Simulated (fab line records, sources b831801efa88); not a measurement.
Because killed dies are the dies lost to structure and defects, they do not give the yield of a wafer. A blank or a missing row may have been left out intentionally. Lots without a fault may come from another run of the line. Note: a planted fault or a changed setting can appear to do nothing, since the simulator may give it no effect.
Which of the tools did it? || flow sky130 || 12 lots with 36 wafers sampled at 5 steps, on a route of 708 steps

== WHAT THE GAUGES READ, wafer by wafer ==
SKY_SD_P_OVL_MEAS_08.
{"lot": "L107", "measured": "day 26 07:01", "on": "overlay-02", "SD_P_OVL (nm)": "-0.2 -0.2 -0.6"}
{"lot": "L109", "measured": "day 27 21:41", "on": "overlay-02", "SD_P_OVL (nm)": "1.0 0.4 2.0"}
{"lot": "L110", "measured": "day 27 22:26", "on": "overlay-02", "SD_P_OVL (nm)": "-0.7 0.0 -0.8"}
{"lot": "L111", "measured": "day 28 01:23", "on": "overlay-02", "SD_P_OVL (nm)": "-0.1 -1.3 -0.9"}
{"lot": "L113", "measured": "day 28 08:39", "on": "overlay-02", "SD_P_OVL (nm)": "1.2 -0.7 -0.5"}
{"lot": "L115", "measured": "day 29 03:14", "on": "overlay-01", "SD_P_OVL (nm)": "1.3 0.8 0.8"}
{"lot": "L118", "measured": "day 30 06:34", "on": "overlay-02", "SD_P_OVL (nm)": "-97.9 -96.0 -97.6"}
{"lot": "L119", "measured": "day 30 09:02", "on": "overlay-01", "SD_P_OVL (nm)": "-96.9 -96.7 -95.8"}
{"lot": "L121", "measured": "day 31 00:50", "on": "overlay-02", "SD_P_OVL (nm)": "-98.0 -95.8 -96.0"}
{"lot": "L122", "measured": "day 31 04:07", "on": "overlay-02", "SD_P_OVL (nm)": "-95.2 -96.5 -94.8"}
{"lot": "L127", "measured": "day 32 19:05", "on": "overlay-01", "SD_P_OVL (nm)": "-0.1 -1.1 -1.0"}
{"lot": "L128", "measured": "day 33 03:59", "on": "overlay-01", "SD_P_OVL (nm)": "1.3 -0.5 2.4"}

SKY_METAL1_RS_MEAS_05: a four-point-probe measurement.
{"lot": "L107", "measured": "day 32 11:04", "on": "film_metro-02", "METAL1_ALCU_RS (ohm/sq)": "0.1252 0.1243 0.1256"}
{"lot": "L109", "measured": "day 33 22:23", "on": "film_metro-04", "METAL1_ALCU_RS (ohm/sq)": "0.1252 0.1251 0.1267"}
{"lot": "L110", "measured": "day 34 00:14", "on": "film_metro-03", "METAL1_ALCU_RS (ohm/sq)": "0.1245 0.1256 0.1239"}
{"lot": "L111", "measured": "day 34 03:10", "on": "film_metro-02", "METAL1_ALCU_RS (ohm/sq)": "0.1249 0.1244 0.1236"}
{"lot": "L113", "measured": "day 34 07:39", "on": "film_metro-03", "METAL1_ALCU_RS (ohm/sq)": "0.1255 0.1267 0.1256"}
{"lot": "L115", "measured": "day 35 01:18", "on": "film_metro-03", "METAL1_ALCU_RS (ohm/sq)": "0.1266 0.1254 0.1261"}
{"lot": "L118", "measured": "day 36 04:11", "on": "film_metro-04", "METAL1_ALCU_RS (ohm/sq)": "0.1261 0.1248 0.1259"}
{"lot": "L119", "measured": "day 36 07:56", "on": "film_metro-04", "METAL1_ALCU_RS (ohm/sq)": "0.1258 0.1266 0.1274"}
{"lot": "L121", "measured": "day 36 21:39", "on": "film_metro-03", "METAL1_ALCU_RS (ohm/sq)": "0.1272 0.1266 0.1270"}
{"lot": "L122", "measured": "day 36 22:52", "on": "film_metro-04", "METAL1_ALCU_RS (ohm/sq)": "0.1229 0.1241 0.1230"}
{"lot": "L127", "measured": "day 38 13:04", "on": "film_metro-02", "METAL1_ALCU_RS (ohm/sq)": "0.1254 0.1264 0.1263"}
{"lot": "L128", "measured": "day 38 20:23", "on": "film_metro-02", "METAL1_ALCU_RS (ohm/sq)": "0.1267 0.1263 0.1255"}

== WHICH TOOL RAN EACH LOT (tool, then ch and the chambers of the sampled wafers, then the start) ==
{"lot": "L107", "SKY_SD_P_EXPOSE_04": "iline_stepper-01 ch 0, day 25 16:12", "SKY_LI_CONTACT_CMP_24": "cmp-02 ch 0,2,3, day 29 23:30", "SKY_CONTACT_ETCH_16": "rie_diel-02 ch 0,1,3, day 32 09:32"}
{"lot": "L109", "SKY_SD_P_EXPOSE_04": "iline_stepper-01 ch 0, day 27 07:44", "SKY_LI_CONTACT_CMP_24": "cmp-01 ch 0,3, day 31 12:28", "SKY_CONTACT_ETCH_16": "rie_diel-02 ch 1,2, day 33 20:49"}
{"lot": "L110", "SKY_SD_P_EXPOSE_04": "iline_stepper-01 ch 0, day 27 08:46", "SKY_LI_CONTACT_CMP_24": "cmp-02 ch 0,1,2, day 31 12:51", "SKY_CONTACT_ETCH_16": "rie_diel-03 ch 0,1,2, day 33 22:38"}
{"lot": "L111", "SKY_SD_P_EXPOSE_04": "iline_stepper-02 ch 0, day 27 12:06", "SKY_LI_CONTACT_CMP_24": "cmp-01 ch 0,1,2, day 31 17:02", "SKY_CONTACT_ETCH_16": "rie_diel-03 ch 1,2,3, day 34 01:38"}
{"lot": "L113", "SKY_SD_P_EXPOSE_04": "iline_stepper-02 ch 0, day 27 18:56", "SKY_LI_CONTACT_CMP_24": "cmp-02 ch 1,2,3, day 31 22:19", "SKY_CONTACT_ETCH_16": "rie_diel-04 ch 1,3, day 34 06:07"}
{"lot": "L115", "SKY_SD_P_EXPOSE_04": "iline_stepper-02 ch 0, day 28 13:39", "SKY_LI_CONTACT_CMP_24": "cmp-02 ch 0,1,2, day 32 17:26", "SKY_CONTACT_ETCH_16": "rie_diel-04 ch 1,2, day 34 23:47"}
{"lot": "L118", "SKY_SD_P_EXPOSE_04": "iline_stepper-02 ch 0, day 29 17:00", "SKY_LI_CONTACT_CMP_24": "cmp-02 ch 0,1, day 33 19:58", "SKY_CONTACT_ETCH_16": "rie_diel-02 ch 0,2, day 36 02:41"}
{"lot": "L119", "SKY_SD_P_EXPOSE_04": "iline_stepper-02 ch 0, day 29 19:39", "SKY_LI_CONTACT_CMP_24": "cmp-02 ch 0,1,2, day 33 23:17", "SKY_CONTACT_ETCH_16": "rie_diel-02 ch 0,2,3, day 36 06:25"}
{"lot": "L121", "SKY_SD_P_EXPOSE_04": "iline_stepper-02 ch 0, day 30 10:19", "SKY_LI_CONTACT_CMP_24": "cmp-02 ch 1,2,3, day 34 13:07", "SKY_CONTACT_ETCH_16": "rie_diel-02 ch 0,3, day 36 20:05"}
{"lot": "L122", "SKY_SD_P_EXPOSE_04": "iline_stepper-02 ch 0, day 30 13:10", "SKY_LI_CONTACT_CMP_24": "cmp-02 ch 0,1,2, day 34 14:58", "SKY_CONTACT_ETCH_16": "rie_diel-02 ch 0,1,3, day 36 21:20"}
{"lot": "L127", "SKY_SD_P_EXPOSE_04": "iline_stepper-01 ch 0, day 32 05:26", "SKY_LI_CONTACT_CMP_24": "cmp-02 ch 0,1,3, day 36 06:05", "SKY_CONTACT_ETCH_16": "rie_diel-03 ch 1,3, day 38 11:34"}
{"lot": "L128", "SKY_SD_P_EXPOSE_04": "iline_stepper-01 ch 0, day 32 15:27", "SKY_LI_CONTACT_CMP_24": "cmp-01 ch 0,1,3, day 36 13:35", "SKY_CONTACT_ETCH_16": "rie_diel-04 ch 0,2,3, day 38 18:53"}
- SKY_SD_P_EXPOSE_04: exposes mask PSDM, target cd 380 nm.
- SKY_LI_CONTACT_CMP_24: polishes, stops on PSG, t overpolish 20 s, target thk 0 nm.
- SKY_CONTACT_ETCH_16: etches BARC in N2/H2, stops on SiO2, time 45.9 s, target depth 60 nm.

== AS READ BY THE TOOLS THEMSELVES (means over the sampled wafers that have a number; for cases with no such wafer, the mark the record gives instead) ==
SKY_SD_P_EXPOSE_04.
{"lot": "L107", "tool": "iline_stepper-01", "focus_offset_nm (nm)": 0.0}
{"lot": "L109", "tool": "iline_stepper-01", "focus_offset_nm (nm)": -0.7}
{"lot": "L110", "tool": "iline_stepper-01", "focus_offset_nm (nm)": 0.0}
{"lot": "L111", "tool": "iline_stepper-02", "focus_offset_nm (nm)": 0.3}
{"lot": "L113", "tool": "iline_stepper-02", "focus_offset_nm (nm)": -0.4}
{"lot": "L115", "tool": "iline_stepper-02", "focus_offset_nm (nm)": -0.3}
{"lot": "L118", "tool": "iline_stepper-02", "focus_offset_nm (nm)": -0.0}
{"lot": "L119", "tool": "iline_stepper-02", "focus_offset_nm (nm)": 0.7}
{"lot": "L121", "tool": "iline_stepper-02", "focus_offset_nm (nm)": 0.0}
{"lot": "L122", "tool": "iline_stepper-02", "focus_offset_nm (nm)": -0.1}
{"lot": "L127", "tool": "iline_stepper-01", "focus_offset_nm (nm)": -0.2}
{"lot": "L128", "tool": "iline_stepper-01", "focus_offset_nm (nm)": 0.2}

SKY_LI_CONTACT_CMP_24.
{"lot": "L107", "tool": "cmp-02", "motor_current_A (A)": 10.4, "overpolish_run_s (s)": 20.003, "time_to_endpoint_s (s)": 101}
{"lot": "L109", "tool": "cmp-01", "motor_current_A (A)": 11.2, "overpolish_run_s (s)": 20.003, "time_to_endpoint_s (s)": 95}
{"lot": "L110", "tool": "cmp-02", "motor_current_A (A)": 10.9, "overpolish_run_s (s)": 19.998, "time_to_endpoint_s (s)": 97}
{"lot": "L111", "tool": "cmp-01", "motor_current_A (A)": 10.5, "overpolish_run_s (s)": 20.002, "time_to_endpoint_s (s)": 96}
{"lot": "L113", "tool": "cmp-02", "motor_current_A (A)": 11.4, "overpolish_run_s (s)": 19.997, "time_to_endpoint_s (s)": 97}
{"lot": "L115", "tool": "cmp-02", "motor_current_A (A)": 11.4, "overpolish_run_s (s)": 19.991, "time_to_endpoint_s (s)": 96}
{"lot": "L118", "tool": "cmp-02", "motor_current_A (A)": 11.6, "overpolish_run_s (s)": 20.003, "time_to_endpoint_s (s)": 98}
{"lot": "L119", "tool": "cmp-02", "motor_current_A (A)": 11.4, "overpolish_run_s (s)": 19.993, "time_to_endpoint_s (s)": 97}
{"lot": "L121", "tool": "cmp-02", "motor_current_A (A)": 11.6, "overpolish_run_s (s)": 20.001, "time_to_endpoint_s (s)": 100}
{"lot": "L122", "tool": "cmp-02", "motor_current_A (A)": 11.2, "overpolish_run_s (s)": 20.003, "time_to_endpoint_s (s)": 96}
{"lot": "L127", "tool": "cmp-02", "motor_current_A (A)": 11.4, "overpolish_run_s (s)": 20.001, "time_to_endpoint_s (s)": 98}
{"lot": "L128", "tool": "cmp-01", "motor_current_A (A)": 10.6, "overpolish_run_s (s)": 20.006, "time_to_endpoint_s (s)": 91}

SKY_CONTACT_ETCH_16.
{"lot": "L107", "tool": "rie_diel-02", "drypump_motor_current_A (A)": 5.8, "oes_product_au (a.u.)": 0.852, "throttle_valve_pct (%)": 13.228}
{"lot": "L109", "tool": "rie_diel-02", "drypump_motor_current_A (A)": 5.8, "oes_product_au (a.u.)": 0.853, "throttle_valve_pct (%)": 13.216}
{"lot": "L110", "tool": "rie_diel-03", "drypump_motor_current_A (A)": 5.9, "oes_product_au (a.u.)": 0.853, "throttle_valve_pct (%)": 13.220}
{"lot": "L111", "tool": "rie_diel-03", "drypump_motor_current_A (A)": 5.6, "oes_product_au (a.u.)": 0.854, "throttle_valve_pct (%)": 13.226}
{"lot": "L113", "tool": "rie_diel-04", "drypump_motor_current_A (A)": 6.4, "oes_product_au (a.u.)": 0.852, "throttle_valve_pct (%)": 13.224}
{"lot": "L115", "tool": "rie_diel-04", "drypump_motor_current_A (A)": 5.6, "oes_product_au (a.u.)": 0.852, "throttle_valve_pct (%)": 13.232}
{"lot": "L118", "tool": "rie_diel-02", "drypump_motor_current_A (A)": 5.6, "oes_product_au (a.u.)": 0.855, "throttle_valve_pct (%)": 13.222}
{"lot": "L119", "tool": "rie_diel-02", "drypump_motor_current_A (A)": 5.6, "oes_product_au (a.u.)": 0.854, "throttle_valve_pct (%)": 13.218}
{"lot": "L121", "tool": "rie_diel-02", "drypump_motor_current_A (A)": 5.8, "oes_product_au (a.u.)": 0.854, "throttle_valve_pct (%)": 13.219}
{"lot": "L122", "tool": "rie_diel-02", "drypump_motor_current_A (A)": 5.8, "oes_product_au (a.u.)": 0.854, "throttle_valve_pct (%)": 13.229}
{"lot": "L127", "tool": "rie_diel-03", "drypump_motor_current_A (A)": 5.2, "oes_product_au (a.u.)": 0.856, "throttle_valve_pct (%)": 13.220}
{"lot": "L128", "tool": "rie_diel-04", "drypump_motor_current_A (A)": 5.8, "oes_product_au (a.u.)": 0.859, "throttle_valve_pct (%)": 13.231}

== THE ANSWER, worked out from the rows above alone ==
Rule: the lots themselves supply what counts as usual. Put in order of their means at a reading, lots are off if they are a third of the lots or fewer, leave a main group of 4 or more, and stand apart from it by a gap of 3 or more times the standard deviation of the main group's means; of several such gaps the widest counts. If all means in a main group match to the digits the tables above print for the reading, that group is not used. Also off: a lot with no number at a reading for which 4 or more lots have one. Where the step has rows for the other lots, those lots are counted as sound. The gauges are gone through in route order, then the tools' own readings, and for those a lot's mean is taken as printed above. At the first step where some lot is off, the reading lying furthest off is the one used; lots without a number count as furthest.
Off: at SKY_SD_P_OVL_MEAS_08 (SD_P_OVL), L118, L119, L121, L122. Mean 0.1 nm and standard deviation 0.77 in the main group.
If a tool, at a process step before that reading, ran all the lots that are off and no sound lot after the first of them, it fits. Gauges at SKY_SD_P_OVL_MEAS_08: tried the same way as those tools. One fits: iline_stepper-02 at SKY_SD_P_EXPOSE_04. Its last sound lot is L115 (day 28 13:39), its first lot that is off L118 (day 29 17:00): a fault that began between those two fits.

== WHAT THE SIMULATOR HAD PUT IN ==
Scanner matching overlay: iline_stepper-02, from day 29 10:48 on, at SKY_SD_P_EXPOSE_04. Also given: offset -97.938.
Lots struck among those shown: L118, L119, L121, L122. The rule given above showed the same thing.
